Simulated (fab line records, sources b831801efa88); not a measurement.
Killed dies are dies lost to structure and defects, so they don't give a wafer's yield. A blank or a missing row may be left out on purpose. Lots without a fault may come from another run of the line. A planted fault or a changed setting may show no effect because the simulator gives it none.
fab line records | flow sky130
record lots=13 wafers=39 last_day=50
route steps=708 shown VIA3@574 METAL4@602 PAD_OPEN@708
lots that met no fault: from a run of the same line without faults
start_h: hours from the record's first day to the start of the lot's first wafer shown | wait_h: hours since the lot's step before | " the same as in the row above | L1.1+2: a row that stands for several wafers | - no value, or no start given | * or withheld: withheld | < > ~ a bound
route shown NAME@n: a module of which the file shows steps, and the number in the route of the first | usual: mean/standard deviation of fault-free wafers | same: alike in all rows | chamber/n: place in a boat | sites: the reading at each site | _std_site: their standard deviation | _edge_site: outer sites' mean less inner sites' | radius_mm: how far each site lies from the wafer's centre | mask NAME#n: copy n | behind: the tool/chamber that last shaped the wafer | hold: why the lot was held/for how many hours/how that ended | device: the transistor (n, p or np) that didn't switch | end of line: the same wafers' tests at the end of the route | a step without rows: its recipe alone | killed: dies lost to structure and defects at the first sort, not the wafer's yield | map: a wafer's dies, x killed, . not, _ none there
set.NAME: the setting as run; set.NAME@STEP: as run at that earlier step | model.NAME: the simulator's own value behind a step, which no gauge read
steps of the route over a sample of lots; a table a step, a row a wafer
services: from which hour (start_h, from the record's first day; less than 0 if before it) a tool's chamber was out of use, for how many hours, and why
## steps
# step SKY_VIA3_THK_MEAS_01
# recipe reads=SiO2_of_VIA3_HDPCVD_00
# usual VIA3_HDPCVD_THK=1633/20
# columns lot.wafer tool chamber start_h wait_h VIA3_HDPCVD_THK[nm]
L226.3 film_metro-04 - 901.86 0.1 1638
L226.5 " - " " 1642
L226.6 " - " " 1627
L228.1 film_metro-02 - 924.39 0.1 1635
L228.2 " - " " 1635
L228.6 " - " " 1610
L229.2 film_metro-02 - 941.19 0.1 1648
L229.3 " - " " 1625
L229.4 " - " " 1643
L232.1 film_metro-02 - 956.31 0.1 1624
L232.2 " - " " 1652
L232.5 " - " " 1668
L231.2 film_metro-02 - 958.00 0.1 1655
L231.3 " - " " 1611
L231.5 " - " " 1617
L239.2 film_metro-02 - 995.36 0.1 1620
L239.4 " - " " 1647
L239.6 " - " " 1641
L240.2 film_metro-04 - 1007.34 0.1 1648
L240.3 " - " " 1586
L240.6 " - " " 1618
L242.1 film_metro-01 - 1017.04 0.1 1599
L242.2 " - " " 1619
L242.4 " - " " 1604
L243.1 film_metro-02 - 1024.17 0.1 1615
L243.2 " - " " 1644
L243.4 " - " " 1649
L244.1 film_metro-02 - 1029.13 0.1 1604
L244.2 " - " " 1649
L244.6 " - " " 1631
L245.3 film_metro-04 - 1032.46 0.1 1591
L245.4 " - " " 1595
L245.5 " - " " 1624
L246.3 film_metro-04 - 1037.60 0.1 1657
L246.4 " - " " 1670
L246.5 " - " " 1628
L248.2 film_metro-02 - 1063.90 0.1 1645
L248.5 " - " " 1631
L248.6 " - " " 1671
# step SKY_VIA3_CD_MEAS_12
# recipe target_cd_nm=200
# usual cd_nm=200.1/1.3
# columns lot.wafer tool chamber start_h wait_h cd_nm
L226.3 cd_sem-01 - 926.40 - 199.5
L226.5 " - " " 200.7
L226.6 " - " " 201.6
L228.1 cd_sem-02 - 948.31 - 201.1
L228.2 " - " " 200.5
L228.6 " - " " 200.8
L229.2 cd_sem-01 - 965.94 - 198.4
L229.3 " - " " 197.9
L229.4 " - " " 197.8
L232.1 cd_sem-02 - 980.00 - 199.9
L232.2 " - " " 198.8
L232.5 " - " " 199.6
L231.2 cd_sem-01 - 981.52 - 199.3
L231.3 " - " " 198.5
L231.5 " - " " 198.5
L239.2 cd_sem-01 - 1018.33 - 199.2
L239.4 " - " " 198.7
L239.6 " - " " 199.2
L240.2 cd_sem-01 - 1030.97 - 200.2
L240.3 " - " " 200.3
L240.6 " - " " 200.7
L242.1 cd_sem-01 - 1040.71 - 201.8
L242.2 " - " " 197.3
L242.4 " - " " 198.5
L243.1 cd_sem-01 - 1046.65 - 201.3
L243.2 " - " " 202.7
L243.4 " - " " 201.1
L244.1 cd_sem-01 - 1051.36 - 198.4
L244.2 " - " " 198.3
L244.6 " - " " 198.8
L245.3 cd_sem-01 - 1054.91 - 198.1
L245.4 " - " " 198.6
L245.5 " - " " 199.9
L246.3 cd_sem-01 - 1059.71 - 201.2
L246.4 " - " " 199.3
L246.5 " - " " 200.2
L248.2 cd_sem-01 - 1085.63 - 201.9
L248.5 " - " " 203.2
L248.6 " - " " 202.6
# step SKY_VIA3_SPUTTER_20
# recipe material=TiN target_thk_nm=20 chamber_pressure_pa=5 power_w=4000 time_s=80
# usual cathode_dc_power_W=4000.0/0.73 throttle_valve_pct=30.5/0.94
# columns lot.wafer tool chamber start_h wait_h cathode_dc_power_W throttle_valve_pct
L226.3 pvd_sputter-04 - 927.25 0.0 3999.2 31.5
L226.5 " - " " 3999.1 29.8
L226.6 " - " " 3999.1 31.5
L228.1 pvd_sputter-01 - 949.17 0.0 4000.1 30.1
L228.2 " - " " 4000.0 29.1
L228.6 " - " " 3999.0 29.2
L229.2 pvd_sputter-03 - 966.78 0.0 4002.1 29.3
L229.3 " - " " 3999.1 29.8
L229.4 " - " " 4000.8 30.2
L232.1 pvd_sputter-04 - 980.84 0.0 4000.8 31.7
L232.2 " - " " 4000.7 32.2
L232.5 " - " " 4000.3 31.5
L231.2 pvd_sputter-04 - 982.34 0.0 3999.4 29.9
L231.3 " - " " 4000.1 31.6
L231.5 " - " " 4000.4 31.5
L239.2 pvd_sputter-01 - 1019.19 0.0 3998.9 30.3
L239.4 " - " " 3999.5 30.1
L239.6 " - " " 3999.1 31.1
L240.2 pvd_sputter-01 - 1031.89 0.0 3999.6 30.0
L240.3 " - " " 4000.6 30.2
L240.6 " - " " 4001.2 30.1
L242.1 pvd_sputter-03 - 1041.56 0.0 4000.0 29.2
L242.2 " - " " 3999.9 30.2
L242.4 " - " " 3999.3 30.4
L243.1 pvd_sputter-03 - 1047.50 0.0 3998.6 30.4
L243.2 " - " " 4001.2 29.4
L243.4 " - " " 4000.4 29.2
L244.1 pvd_sputter-04 - 1052.21 0.0 4000.3 32.1
L244.2 " - " " 4000.8 30.1
L244.6 " - " " 3999.7 29.8
L245.3 pvd_sputter-01 - 1055.72 0.0 4000.5 30.0
L245.4 " - " " 4001.1 31.1
L245.5 " - " " 4000.2 29.3
L246.3 pvd_sputter-04 - 1060.52 0.0 4000.6 31.7
L246.4 " - " " 4000.4 32.3
L246.5 " - " " 4000.4 29.7
L248.2 pvd_sputter-03 - 1086.46 0.0 3999.7 29.3
L248.5 " - " " 3999.4 30.2
L248.6 " - " " 4000.1 29.2
# step SKY_METAL4_SPUTTER_04
# recipe material=TiN target_thk_nm=70 power_w=6500 time_s=58.3 chamber_pressure_pa=0.4
# usual cathode_dc_power_W=6499.9/1.1 throttle_valve_pct=30.5/1.1
# columns lot.wafer tool chamber start_h wait_h cathode_dc_power_W throttle_valve_pct
L226.3 pvd_sputter-02 - 928.02 0.0 6501.5 29.6
L226.5 " - " " 6499.1 32.6
L226.6 " - " " 6500.5 29.7
L228.1 pvd_sputter-02 - 949.94 0.0 6499.2 32.3
L228.2 " - " " 6500.9 29.4
L228.6 " - " " 6499.6 32.2
L229.2 pvd_sputter-02 - 967.55 0.0 6501.8 29.7
L229.3 " - " " 6500.8 29.4
L229.4 " - " " 6499.2 32.4
L232.1 pvd_sputter-04 - 981.61 0.0 6497.6 31.6
L232.2 " - " " 6496.9 31.6
L232.5 " - " " 6499.0 31.7
L231.2 pvd_sputter-02 - 983.11 0.0 6498.9 29.5
L231.3 " - " " 6497.4 32.3
L231.5 " - " " 6500.8 32.2
L239.2 pvd_sputter-04 - 1020.08 0.0 6500.3 32.2
L239.4 " - " " 6498.7 31.6
L239.6 " - " " 6500.6 32.1
L240.2 pvd_sputter-01 - 1032.74 0.0 5911.7 30.9
L240.3 " - " " 5909.4 29.5
L240.6 " - " " 5910.5 30.2
L242.1 pvd_sputter-01 - 1042.33 0.0 5912.9 30.1
L242.2 " - " " 5912.4 29.1
L242.4 " - " " 5911.8 30.0
L243.1 pvd_sputter-02 - 1048.27 0.0 6497.7 30.1
L243.2 " - " " 6501.5 29.6
L243.4 " - " " 6501.8 32.4
L244.1 pvd_sputter-02 - 1052.98 0.0 6501.2 29.3
L244.2 " - " " 6501.3 29.5
L244.6 " - " " 6499.2 29.9
L245.3 pvd_sputter-02 - 1056.49 0.0 6500.5 29.6
L245.4 " - " " 6500.3 32.6
L245.5 " - " " 6499.5 29.5
L246.3 pvd_sputter-02 - 1061.29 0.0 6499.0 32.5
L246.4 " - " " 6499.4 29.4
L246.5 " - " " 6500.4 32.3
L248.2 pvd_sputter-02 - 1087.25 0.0 6500.3 29.8
L248.5 " - " " 6500.3 32.3
L248.6 " - " " 6500.1 29.7
# step SKY_PAD_OPEN_PROBE_99
# usual defect_limited_yield=82.4/1.9 killed_at_M0_to_M3=44/7.1 killed_at_M4_up=3.5/2 killed_at_contacts=24/5.3 killed_at_front_end=15/4.8 killed_at_other=0.1/0.35 killed_dies=86/9.3 killed_on_rim=17/4 killed_open=47/7.8 killed_short=39/5.9 sort_bin_3_pad_short=0.8/0.42 sort_bin_5_function=10.3/1.4 sort_bin_6_memory=6.4/1.1 sort_n_pass=406/9.3 sort_yield_pct=82.4/1.9
# same gross_dies=492 killed_at_back_side=0 sort_bin_4_leakage[%]=0 sort_bin_8_speed[%]=0
# columns lot.wafer tool chamber start_h wait_h defect_limited_yield[%] killed_at_M0_to_M3 killed_at_M4_up killed_at_contacts killed_at_front_end killed_at_other killed_dies killed_on_rim killed_open killed_short sort_bin_3_pad_short[%] sort_bin_5_function[%] sort_bin_6_memory[%] sort_n_pass sort_yield_pct[%]
L226.3 prober-01 - 1073.73 0.2 83.3 36 3 23 20 0 82 12 48 34 0.8 11.2 4.7 410 83.3
L226.5 prober-01 - 1073.83 0.2 82.1 35 4 21 27 1 88 14 51 37 0.8 10.6 6.5 404 82.1
L226.6 prober-01 - 1073.88 0.2 79.1 44 6 36 17 0 103 22 63 40 1.6 11.6 7.7 389 79.1
L228.1 prober-01 - 1092.44 0.1 83.9 40 3 28 8 0 79 17 46 33 1.6 8.5 5.9 413 83.9
L228.2 prober-01 - 1092.49 0.1 83.1 41 2 27 13 0 83 14 46 37 1.2 11.0 4.7 409 83.1
L228.6 prober-01 - 1092.69 0.2 83.9 43 5 23 8 0 79 20 51 28 1.6 8.9 5.5 413 83.9
L229.2 prober-02 - 1106.46 0.1 83.3 43 5 18 16 0 82 13 51 31 0.4 10.4 5.9 410 83.3
L229.3 prober-02 - 1106.51 0.2 83.3 43 3 20 16 0 82 14 45 37 0.2 9.8 6.7 410 83.3
L229.4 prober-02 - 1106.56 0.2 82.5 46 2 27 11 0 86 14 43 43 1.2 10.2 6.1 406 82.5
L232.1 prober-01 - 1117.58 0.1 83.1 41 8 21 13 0 83 21 44 39 0.4 9.6 6.9 409 83.1
L232.2 prober-01 - 1117.63 0.1 80.5 50 4 23 19 0 96 24 46 50 0.8 11.0 7.7 396 80.5
L232.5 prober-01 - 1117.78 0.2 83.5 32 6 24 19 0 81 10 44 37 0.8 8.5 7.1 411 83.5
L231.2 prober-02 - 1119.43 0.1 83.5 41 0 25 15 0 81 13 47 34 0.4 9.8 6.3 411 83.5
L231.3 prober-02 - 1119.48 0.2 82.9 44 5 21 14 0 84 19 48 36 0.8 8.7 7.5 408 82.9
L231.5 prober-02 - 1119.58 0.2 80.5 52 2 28 14 0 96 17 56 40 1.2 11.8 6.5 396 80.5
L239.2 prober-01 - 1151.38 0.1 81.5 60 6 13 12 0 91 19 46 45 0.6 11.4 6.5 401 81.5
L239.4 prober-01 - 1151.48 0.2 83.1 43 5 19 16 0 83 14 44 39 1.2 10.4 5.3 409 83.1
L239.6 prober-01 - 1151.58 0.2 79.7 57 4 24 15 0 100 26 46 54 1.2 11.4 7.7 392 79.7
L240.2 prober-02 - 1161.61 0.1 85.6 33 6 19 13 0 71 10 36 35 1.2 9.3 3.9 421 85.6
L240.3 prober-02 - 1161.66 0.2 83.3 40 0 21 21 0 82 16 40 42 0.6 10.4 5.7 410 83.3
L240.6 prober-02 - 1161.81 0.2 77.6 57 3 32 18 0 110 15 61 49 1.4 13.4 7.5 382 77.6
L242.1 prober-02 - 1169.71 0.1 83.3 39 3 29 11 0 82 12 49 33 1.2 10.4 5.1 410 83.3
L242.2 prober-02 - 1169.76 0.1 83.3 42 4 23 13 0 82 16 42 40 0.8 10.2 5.7 410 83.3
L242.4 prober-02 - 1169.86 0.2 82.9 41 5 22 15 1 84 12 42 42 0.8 8.7 7.5 408 82.9
L243.1 prober-01 - 1174.43 0.1 83.9 39 2 25 13 0 79 6 43 36 0.8 9.3 5.9 413 83.9
L243.2 prober-01 - 1174.48 0.1 83.7 33 2 29 16 0 80 13 42 38 0.4 11.4 4.5 412 83.7
L243.4 prober-01 - 1174.58 0.2 81.1 39 5 33 16 0 93 18 52 41 0.4 11.4 7.1 399 81.1
L244.1 prober-02 - 1175.26 0.1 83.5 45 4 22 10 0 81 19 39 42 1.2 10.2 5.1 411 83.5
L244.2 prober-02 - 1175.31 0.1 81.7 57 1 19 13 0 90 20 51 39 0.4 9.6 8.3 402 81.7
L244.6 prober-02 - 1175.51 0.2 83.7 40 4 22 14 0 80 14 30 50 0.8 9.3 6.1 412 83.7
L245.3 prober-01 - 1179.86 0.2 80.3 47 5 27 17 1 97 19 56 41 0.2 11.8 7.7 395 80.3
L245.4 prober-01 - 1179.91 0.2 83.7 41 7 24 8 0 80 19 32 48 1.8 10.2 4.3 412 83.7
L245.5 prober-01 - 1179.96 0.2 82.5 39 1 32 14 0 86 19 37 49 1.2 10.0 6.3 406 82.5
L246.3 prober-02 - 1182.77 0.2 82.5 40 1 29 16 0 86 16 45 41 0.6 11.0 5.9 406 82.5
L246.4 prober-02 - 1182.82 0.2 82.3 45 5 28 9 0 87 13 41 46 0.4 10.6 6.7 405 82.3
L246.5 prober-02 - 1182.87 0.2 82.7 38 7 18 22 0 85 14 47 38 0.6 11.6 5.1 407 82.7
L248.2 prober-02 - 1204.09 0.1 81.5 49 2 25 14 1 91 20 55 36 0.6 11.0 6.9 401 81.5
L248.5 prober-02 - 1204.24 0.2 80.9 59 2 27 6 0 94 19 51 43 0.2 11.2 7.7 398 80.9
L248.6 prober-02 - 1204.29 0.2 80.5 54 4 24 14 0 96 19 49 47 0.8 10.8 7.9 396 80.5
# killed by level:class
L226.3 CONTACT:geometric_particle:open=12 VIA2:geometric_particle:open=7 FIELD_ISO:geometric_particle:short=6 VIA3:geometric_particle:open=6 METAL1:geometric_particle:short=5 LI_CONTACT:geometric_particle:open=4 VIA1:geometric_particle:short=4 VIA1:geometric_particle:open=4
L226.5 CONTACT:geometric_particle:open=9 FIELD_ISO:geometric_particle:short=7 VIA3:geometric_particle:open=7 POLY_GATE:geometric_particle:open=5 VIA1:geometric_particle:open=5 FIELD_ISO:geometric_particle:open=4 LI_CONTACT:geometric_particle:open=4 VIA2:geometric_particle:open=4
L226.6 CONTACT:geometric_particle:open=16 VIA3:geometric_particle:open=10 LI_CONTACT:geometric_particle:open=9 VIA2:geometric_particle:open=8 VIA1:geometric_particle:open=8 FIELD_ISO:geometric_particle:short=7 CONTACT:geometric_particle:short=5 LOCAL_INTERCONNECT:geometric_particle:short=4
L228.1 LI_CONTACT:geometric_particle:open=11 METAL1:geometric_particle:short=11 VIA3:geometric_particle:open=10 LOCAL_INTERCONNECT:geometric_particle:short=6 CONTACT:geometric_particle:open=6 VIA1:geometric_particle:open=6 VIA2:geometric_particle:open=5 POLY_GATE:geometric_particle:open=4
L228.2 CONTACT:geometric_particle:open=12 METAL1:geometric_particle:short=8 VIA1:geometric_particle:short=6 VIA1:geometric_particle:open=6 VIA3:geometric_particle:open=5 POLY_GATE:geometric_particle:open=4 LI_CONTACT:geometric_particle:open=4 VIA3:geometric_particle:short=4
L228.6 VIA1:geometric_particle:open=12 LI_CONTACT:geometric_particle:open=9 VIA2:geometric_particle:open=9 CONTACT:geometric_particle:open=6 VIA3:geometric_particle:open=6 METAL1:geometric_particle:short=5 POLY_GATE:geometric_particle:open=5 VIA1:geometric_particle:short=5
L229.2 VIA1:geometric_particle:open=14 CONTACT:geometric_particle:open=8 LI_CONTACT:geometric_particle:open=6 VIA1:geometric_particle:short=6 FIELD_ISO:geometric_particle:short=4 FIELD_ISO:geometric_particle:open=4 METAL1:geometric_particle:short=4 METAL2:geometric_particle:short=4
L229.3 LI_CONTACT:geometric_particle:open=8 VIA1:geometric_particle:open=7 POLY_GATE:geometric_particle:open=6 METAL2:geometric_particle:short=6 VIA2:geometric_particle:open=5 FIELD_ISO:geometric_particle:open=4 METAL1:geometric_particle:short=4 CONTACT:geometric_particle:open=4
L229.4 CONTACT:geometric_particle:open=12 LI_CONTACT:geometric_particle:open=10 VIA1:geometric_particle:open=10 VIA1:geometric_particle:short=10 FIELD_ISO:geometric_particle:short=6 METAL1:geometric_particle:short=6 METAL2:geometric_particle:short=5 CONTACT:geometric_particle:short=3
L232.1 LI_CONTACT:geometric_particle:open=9 VIA1:geometric_particle:open=7 CONTACT:geometric_particle:open=6 VIA2:geometric_particle:open=6 METAL2:geometric_particle:short=5 METAL4:geometric_particle:short=5 FIELD_ISO:geometric_particle:short=4 LOCAL_INTERCONNECT:geometric_particle:short=4
L232.2 VIA1:geometric_particle:open=10 FIELD_ISO:geometric_particle:open=7 VIA2:geometric_particle:open=7 VIA3:geometric_particle:open=7 FIELD_ISO:geometric_particle:short=6 LI_CONTACT:geometric_particle:open=6 LI_CONTACT:geometric_particle:short=5 CONTACT:geometric_particle:open=5
L232.5 LI_CONTACT:geometric_particle:open=10 VIA1:geometric_particle:open=8 CONTACT:geometric_particle:open=6 FIELD_ISO:geometric_particle:open=5 METAL4:geometric_particle:short=5 VIA3:geometric_particle:open=4 POLY_GATE:geometric_particle:short=4 LOCAL_INTERCONNECT:geometric_particle:short=4
L231.2 VIA2:geometric_particle:open=10 CONTACT:geometric_particle:open=9 VIA1:geometric_particle:open=7 VIA3:geometric_particle:open=7 FIELD_ISO:geometric_particle:short=6 LOCAL_INTERCONNECT:geometric_particle:short=6 LI_CONTACT:geometric_particle:open=5 VIA1:geometric_particle:short=5
L231.3 VIA2:geometric_particle:open=14 VIA3:geometric_particle:open=7 CONTACT:geometric_particle:open=6 METAL2:geometric_particle:short=6 LI_CONTACT:geometric_particle:short=4 LOCAL_INTERCONNECT:geometric_particle:short=4 METAL1:geometric_particle:short=4 FIELD_ISO:geometric_particle:short=3
L231.5 VIA1:geometric_particle:open=17 LI_CONTACT:geometric_particle:open=10 VIA2:geometric_particle:open=9 FIELD_ISO:geometric_particle:open=6 CONTACT:geometric_particle:open=6 LOCAL_INTERCONNECT:geometric_particle:short=5 METAL1:geometric_particle:short=5 VIA1:geometric_particle:short=5
L239.2 VIA1:geometric_particle:open=19 VIA3:geometric_particle:open=9 METAL1:geometric_particle:short=7 METAL4:geometric_particle:short=6 VIA1:geometric_particle:short=6 CONTACT:geometric_particle:short=5 METAL2:geometric_particle:short=5 VIA2:geometric_particle:open=5
L239.4 METAL1:geometric_particle:short=11 VIA1:geometric_particle:open=9 CONTACT:geometric_particle:open=8 VIA2:geometric_particle:open=7 FIELD_ISO:geometric_particle:open=6 POLY_GATE:geometric_particle:short=5 CONTACT:geometric_particle:short=5 VIA1:geometric_particle:short=5
L239.6 VIA1:geometric_particle:open=12 CONTACT:geometric_particle:open=9 VIA3:geometric_particle:open=8 METAL3:geometric_particle:short=7 LOCAL_INTERCONNECT:geometric_particle:short=6 METAL1:geometric_particle:short=6 POLY_GATE:geometric_particle:short=5 VIA3:geometric_particle:short=5
L240.2 VIA2:geometric_particle:open=7 LI_CONTACT:geometric_particle:open=7 VIA1:geometric_particle:open=7 FIELD_ISO:geometric_particle:short=4 POLY_GATE:geometric_particle:short=4 CONTACT:geometric_particle:open=4 CONTACT:geometric_particle:short=4 METAL4:geometric_particle:short=4
L240.3 VIA1:geometric_particle:open=15 CONTACT:geometric_particle:open=7 FIELD_ISO:geometric_particle:short=6 POLY_GATE:geometric_particle:short=6 METAL2:geometric_particle:short=6 POLY_GATE:geometric_particle:open=5 LI_CONTACT:geometric_particle:open=5 METAL1:geometric_particle:short=5
L240.6 LI_CONTACT:geometric_particle:open=12 CONTACT:geometric_particle:open=10 VIA1:geometric_particle:open=9 METAL2:geometric_particle:short=8 POLY_GATE:geometric_particle:open=7 VIA3:geometric_particle:short=7 VIA3:geometric_particle:open=7 VIA2:geometric_particle:open=7
L242.1 CONTACT:geometric_particle:open=11 VIA2:geometric_particle:open=10 LI_CONTACT:geometric_particle:open=9 METAL1:geometric_particle:short=6 VIA1:geometric_particle:open=5 FIELD_ISO:geometric_particle:open=4 CONTACT:geometric_particle:short=4 METAL2:geometric_particle:short=4
L242.2 METAL1:geometric_particle:short=11 CONTACT:geometric_particle:open=8 LI_CONTACT:geometric_particle:open=7 METAL2:geometric_particle:short=5 VIA2:geometric_particle:open=5 VIA3:geometric_particle:open=5 CONTACT:geometric_particle:short=4 FIELD_ISO:geometric_particle:short=3
L242.4 CONTACT:geometric_particle:open=11 VIA3:geometric_particle:open=9 METAL2:geometric_particle:short=7 VIA1:geometric_particle:open=6 VIA1:geometric_particle:short=5 LI_CONTACT:geometric_particle:open=4 LOCAL_INTERCONNECT:geometric_particle:short=4 METAL1:geometric_particle:short=4
L243.1 LI_CONTACT:geometric_particle:open=8 CONTACT:geometric_particle:open=8 VIA1:geometric_particle:short=8 VIA3:geometric_particle:open=7 VIA1:geometric_particle:open=6 VIA2:geometric_particle:open=6 FIELD_ISO:geometric_particle:short=4 CONTACT:geometric_particle:short=4
L243.2 CONTACT:geometric_particle:open=11 LI_CONTACT:geometric_particle:open=8 VIA1:geometric_particle:open=8 METAL2:geometric_particle:short=8 VIA2:geometric_particle:open=7 FIELD_ISO:geometric_particle:short=5 POLY_GATE:geometric_particle:short=5 LOCAL_INTERCONNECT:geometric_particle:short=4
L243.4 CONTACT:geometric_particle:open=14 VIA3:geometric_particle:open=9 VIA1:geometric_particle:open=9 LI_CONTACT:geometric_particle:open=6 METAL1:geometric_particle:short=6 FIELD_ISO:geometric_particle:open=5 FIELD_ISO:geometric_particle:short=5 LOCAL_INTERCONNECT:geometric_particle:short=5
L244.1 METAL1:geometric_particle:short=10 VIA1:geometric_particle:open=8 LI_CONTACT:geometric_particle:open=7 VIA3:geometric_particle:open=6 VIA2:geometric_particle:open=5 LI_CONTACT:geometric_particle:short=4 CONTACT:geometric_particle:short=4 METAL2:geometric_particle:short=4
L244.2 VIA1:geometric_particle:open=11 CONTACT:geometric_particle:open=10 VIA3:geometric_particle:open=10 METAL2:geometric_particle:short=7 METAL1:geometric_particle:short=6 VIA2:geometric_particle:open=5 LI_CONTACT:geometric_particle:open=4 VIA2:geometric_particle:short=4
L244.6 CONTACT:geometric_particle:open=8 VIA1:geometric_particle:open=8 FIELD_ISO:geometric_particle:short=7 VIA1:geometric_particle:short=7 LI_CONTACT:geometric_particle:open=5 CONTACT:geometric_particle:short=5 METAL1:geometric_particle:short=5 VIA2:geometric_particle:short=5
L245.3 VIA1:geometric_particle:open=13 VIA2:geometric_particle:open=11 LI_CONTACT:geometric_particle:open=10 LOCAL_INTERCONNECT:geometric_particle:short=6 METAL2:geometric_particle:short=6 FIELD_ISO:geometric_particle:open=5 CONTACT:geometric_particle:open=5 CONTACT:geometric_particle:short=4
L245.4 LI_CONTACT:geometric_particle:open=7 VIA1:geometric_particle:short=7 VIA1:geometric_particle:open=7 VIA3:geometric_particle:open=6 METAL4:geometric_particle:short=6 CONTACT:geometric_particle:short=5 VIA3:geometric_particle:short=5 METAL1:geometric_particle:short=5
L245.5 LI_CONTACT:geometric_particle:open=10 METAL2:geometric_particle:short=10 CONTACT:geometric_particle:open=7 VIA1:geometric_particle:open=6 LOCAL_INTERCONNECT:geometric_particle:short=6 CONTACT:geometric_particle:short=6 METAL1:geometric_particle:short=6 FIELD_ISO:geometric_particle:short=4
L246.3 VIA1:geometric_particle:open=11 CONTACT:geometric_particle:open=9 CONTACT:geometric_particle:short=6 VIA2:geometric_particle:open=6 LI_CONTACT:geometric_particle:open=5 LI_CONTACT:geometric_particle:short=5 METAL2:geometric_particle:short=5 POLY_GATE:geometric_particle:short=4
L246.4 CONTACT:geometric_particle:short=9 VIA1:geometric_particle:open=9 VIA2:geometric_particle:open=9 CONTACT:geometric_particle:open=7 VIA2:geometric_particle:short=6 METAL2:geometric_particle:short=6 VIA3:geometric_particle:open=6 LI_CONTACT:geometric_particle:open=5
L246.5 VIA1:geometric_particle:open=9 VIA2:geometric_particle:open=8 FIELD_ISO:geometric_particle:short=7 LI_CONTACT:geometric_particle:open=7 FIELD_ISO:geometric_particle:open=6 METAL4:geometric_particle:short=6 VIA1:geometric_particle:short=6 CONTACT:geometric_particle:open=5
L248.2 VIA1:geometric_particle:open=12 LI_CONTACT:geometric_particle:open=8 CONTACT:geometric_particle:open=7 CONTACT:geometric_particle:short=7 VIA2:geometric_particle:open=7 VIA3:geometric_particle:open=6 VIA1:geometric_particle:short=5 METAL2:geometric_particle:short=5
L248.5 VIA1:geometric_particle:open=14 VIA2:geometric_particle:open=13 LI_CONTACT:geometric_particle:open=8 CONTACT:geometric_particle:open=8 CONTACT:geometric_particle:short=6 LI_CONTACT:geometric_particle:short=5 METAL1:geometric_particle:short=5 VIA1:geometric_particle:short=5
L248.6 VIA1:geometric_particle:open=13 VIA2:geometric_particle:open=10 CONTACT:geometric_particle:open=7 VIA1:geometric_particle:short=7 METAL1:geometric_particle:short=6 VIA3:geometric_particle:open=6 CONTACT:geometric_particle:short=5 FIELD_ISO:geometric_particle:short=4
## services
# columns tool chamber start_h hours kind
pvd_sputter-04 - 922.71 3.3 repair
pvd_sputter-01 - 924.79 6.6 repair
pvd_sputter-02 - 941.72 2.0 repair
pvd_sputter-01 - 974.30 11.3 repair
pvd_sputter-03 - 989.84 2.7 repair
pvd_sputter-04 - 1037.28 1.0 repair
pvd_sputter-02 - 1067.28 1.7 repair
pvd_sputter-01 - 1069.32 1.1 repair
## key
first_sign step=SKY_METAL4_SPUTTER_04 reading=cathode_dc_power_W direction=down sigmas=99+ usual=6499.9 struck=5911.4
effect none on later readings
met_at SKY_METAL4_SPUTTER_04
struck_lots L240,L242
not_acting_at SKY_VIA3_THK_MEAS_01,SKY_VIA3_CD_MEAS_12,SKY_VIA3_SPUTTER_20
fault kind=process_parameter_drift tool=pvd_sputter-01 chamber=- onset_h=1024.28 steps=SKY_METAL4_SPUTTER_04 channel=power_w offset=* shape=step end_h=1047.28 acts_in=* stated=*
